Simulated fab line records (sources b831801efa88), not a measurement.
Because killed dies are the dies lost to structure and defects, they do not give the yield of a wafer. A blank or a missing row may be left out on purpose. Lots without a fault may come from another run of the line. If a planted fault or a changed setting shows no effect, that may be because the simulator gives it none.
The tool behind it: which one? | flow sky130 | 12 lots, 36 wafers sampled, at 2 steps of a route of 708

WHAT THE GAUGES READ, wafer by wafer
SKY_VIA2_THK_MEAS_23: measures by xrf.
lot  | measured     | on            | VIA2_W_THK (nm)
L075 | day 36 06:41 | film-metro-03 | 424 422 431
L077 | day 37 00:19 | film-metro-01 | 415 423 407
L079 | day 37 19:32 | film-metro-03 | 420 425 419
L080 | day 38 14:26 | film-metro-03 | 416 416 416
L083 | day 39 15:25 | film-metro-03 | 426 431 417
L085 | day 40 10:18 | film-metro-02 | 429 424 415
L087 | day 40 14:21 | film-metro-02 | 405 405 407
L089 | day 40 23:35 | film-metro-01 | 424 414 415
L092 | day 41 17:27 | film-metro-01 | 408 417 413
L093 | day 41 22:31 | film-metro-03 | 410 412 425
L095 | day 42 09:34 | film-metro-01 | 410 413 414
L097 | day 43 00:45 | film-metro-02 | 409 404 410

WHAT TOOL EACH LOT RAN ON (gives the tool, then ch and the chambers of the sampled wafers, and finally the start)
lot  | SKY_VIA2_STRIP_16
L075 | plasma-asher-01 ch 0,1, day 36 05:47
L077 | plasma-asher-04 ch 0,1, day 36 23:24
L079 | plasma-asher-01 ch 0,1, day 37 18:39
L080 | plasma-asher-04 ch 0,1, day 38 13:31
L083 | plasma-asher-01 ch 0,1, day 39 14:26
L085 | plasma-asher-01 ch 0,1, day 40 09:23
L087 | plasma-asher-04 ch 0,1, day 40 13:24
L089 | plasma-asher-04 ch 0,1, day 40 22:40
L092 | plasma-asher-02 ch 0,1, day 41 16:32
L093 | plasma-asher-02 ch 0,1, day 41 21:37
L095 | plasma-asher-04 ch 0, day 42 08:40
L097 | plasma-asher-02 ch 0,1, day 42 23:50
- SKY_VIA2_STRIP_16: strips in O2/N2.

THE ANSWER, worked out from the rows above alone
Rule: what is usual is taken from the lots themselves. The widest of any qualifying gaps counts: lots, ordered by their means at a reading, are off when they make up no more than a third of the lots, leave a main group of 4 or more, and stand apart from it by 3 or more times the standard deviation of that group's means. The tables above print the reading to a certain number of digits; a main group whose means all agree to those digits is not used. Also off: a lot with no number at a reading for which 4 or more lots have one. Any other lot the step has rows for is counted as sound.
None of the lots is off at any reading shown; this tells nothing.

WHAT THE SIMULATOR PUT IN
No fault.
